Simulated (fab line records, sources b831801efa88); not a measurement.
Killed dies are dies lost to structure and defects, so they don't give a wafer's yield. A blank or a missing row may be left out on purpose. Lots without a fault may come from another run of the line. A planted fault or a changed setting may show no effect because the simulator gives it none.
One fault seen from 2 desks | flow sky130 | each desk has only its own numbers; what lay behind them comes last

THE METROLOGY DESK
What the gauges read, lot by lot, whatever tool the lot ran on: means of the sampled wafers that have a number. A lot is out of limits, marked OUT, if its mean lies more than 4 standard deviations from the usual mean; the brackets give that distance.
Columns: A = CAP2M_TIN_RS at SKY_CAP2M_RS_MEAS_03, usual 6.86 ohm/sq; B = METAL4_OVL at SKY_METAL4_OVL_MEAS_14, usual 2 nm
lot  | first seen here | A    | B
L816 | day 39 21:43    | 6.80 | 11
L821 | day 41 10:38    | 6.86 | 3
L825 | day 42 14:00    | 6.86 | 6
L824 | day 42 14:15    | 6.89 | 2
L828 | day 43 14:58    | 6.86 | -1
L830 | day 44 04:40    | 6.78 | 1
L831 | day 44 15:05    | 6.91 | 4
L832 | day 44 16:27    | 6.87 | -5
L833 | day 44 17:06    | 6.81 | 0
L834 | day 45 02:34    | 6.97 | 4
L836 | day 45 11:05    | 6.89 | -3
L835 | day 45 11:34    | 6.96 | -4
L838 | day 46 22:50    | 6.81 | 0
L839 | day 47 02:41    | 6.85 | 0
This desk's finding: nothing out of limits on any of the 14 lots.

THE TOOL OWNER'S DESK: pvd_sputter-01
The tool's own readings at SKY_LI_CONTACT_SPUTTER_19 (material Ti, target thk 20 nm, time 106.37 s): means of the sampled wafers that have a number, for each lot that ran on this tool. A lot is out of limits, marked OUT, if its mean lies more than 4 standard deviations from the usual mean; the brackets give that distance.
Columns: A = throttle_valve_pct at SKY_LI_CONTACT_SPUTTER_19, usual 30.0 %
lot  | first seen here | A
L816 | day 29 08:16    | 30.0
L821 | day 31 02:32    | 29.9
L825 | day 32 09:55    | 30.8
L824 | day 32 11:23    | 31.2
L832 | day 34 19:40    | 30.8
L833 | day 34 21:55    | 29.9
L834 | day 35 08:25    | 30.5
L836 | day 35 18:46    | 29.8
This desk's finding: nothing out of limits on any of the 8 lots.

PUT TOGETHER
The metrology desk saw nothing out of limits.
The tool owner's desk saw nothing out of limits.

WHAT THE SIMULATOR HAD PUT IN
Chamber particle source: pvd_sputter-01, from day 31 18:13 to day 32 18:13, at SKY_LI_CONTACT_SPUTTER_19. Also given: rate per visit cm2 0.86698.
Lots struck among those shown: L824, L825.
